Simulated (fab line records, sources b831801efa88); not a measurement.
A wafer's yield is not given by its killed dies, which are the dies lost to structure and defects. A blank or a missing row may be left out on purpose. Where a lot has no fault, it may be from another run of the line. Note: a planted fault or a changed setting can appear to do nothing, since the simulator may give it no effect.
Chamber matching    flow gf180mcu    GF_PASSIVATION_CVD_02 on pecvd-01: 3 sister chambers
The step deposits Si3N4, target thk 700 nm, time 486.18 s. 27 wafers are shown with their chamber, then 12 later ones without.

## EACH WAFER AND ITS CHAMBER
wafer   chamber  heater-power-w (W)  susceptor-temp-C (C)
L075.1  1        635                 399.51
L075.2  0        903                 399.91
L075.3  2        762                 400.28
L078.1  0        899                 399.72
L078.3  1        687                 400.30
L078.5  0        733                 399.93
L082.3  0        846                 400.22
L082.4  1        662                 399.59
L082.5  2        739                 400.30
L083.3  0        814                 400.09
L083.4  1        726                 399.82
L083.6  2        701                 400.34
L084.1  2        679                 399.62
L084.4  1        717                 400.06
L084.5  0        872                 400.04
L085.2  0        783                 400.25
L085.5  2        781                 399.80
L085.6  0        824                 399.72
L086.1  1        717                 399.52
L086.3  0        824                 400.12
L086.6  2        781                 399.96
L088.1  0        755                 399.89
L088.2  1        725                 399.89
L088.4  2        803                 399.62
L089.1  0        785                 400.24
L089.2  1        655                 400.24
L089.3  2        756                 400.00

SIGNATURES, as means of the wafers listed above
reading           chamber 0  chamber 1  chamber 2  scatter within a chamber
heater-power-w    821.64     690.50     750.25     46.7
susceptor-temp-C  400.0118   399.8662   399.9900   0.264
Rule: a wafer lies at a distance from a chamber equal to the root of the sum of squares, over the readings, of (its reading less the chamber's mean, divided by the reading's scatter). The wafer belongs to the nearest chamber; if the next one is less than 2 further off, it can't be placed. The scatter is the square root of a quotient: the sum, over the shown wafers, of each reading's squared deviation from its chamber's mean, divided by wafers minus chambers.

## WAFERS WHOSE CHAMBER IS MISSING
wafer   heater-power-w (W)  susceptor-temp-C (C)
L091.2  723                 400.18
L091.3  746                 399.65
L091.6  742                 400.33
L093.1  789                 399.82
L093.2  852                 399.81
L093.5  756                 399.78
L095.1  798                 400.02
L095.5  822                 399.88
L095.6  715                 399.99
L097.2  614                 400.26
L097.4  674                 399.77
L097.5  813                 400.05

## CHAMBER TAKEN BY EACH
wafer   from the rows above           in truth
L091.2  can't be placed: 2 or 1 or 0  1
L091.3  can't be placed: 2 or 1 or 0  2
L091.6  can't be placed: 2 or 1 or 0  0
L093.1  can't be placed: 0 or 2 or 1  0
L093.2  can't be placed: 0 or 2       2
L093.5  can't be placed: 2 or 1 or 0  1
L095.1  can't be placed: 0 or 2 or 1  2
L095.5  can't be placed: 0 or 2       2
L095.6  can't be placed: 1 or 2 or 0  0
L097.2  can't be placed: 1 or 2       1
L097.4  can't be placed: 1 or 2       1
L097.5  can't be placed: 0 or 2       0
Placed correctly: 0 of 12. From these rows, 12 cannot be placed; in 12 the true chamber is one of the candidates. Number placed wrongly: 0.
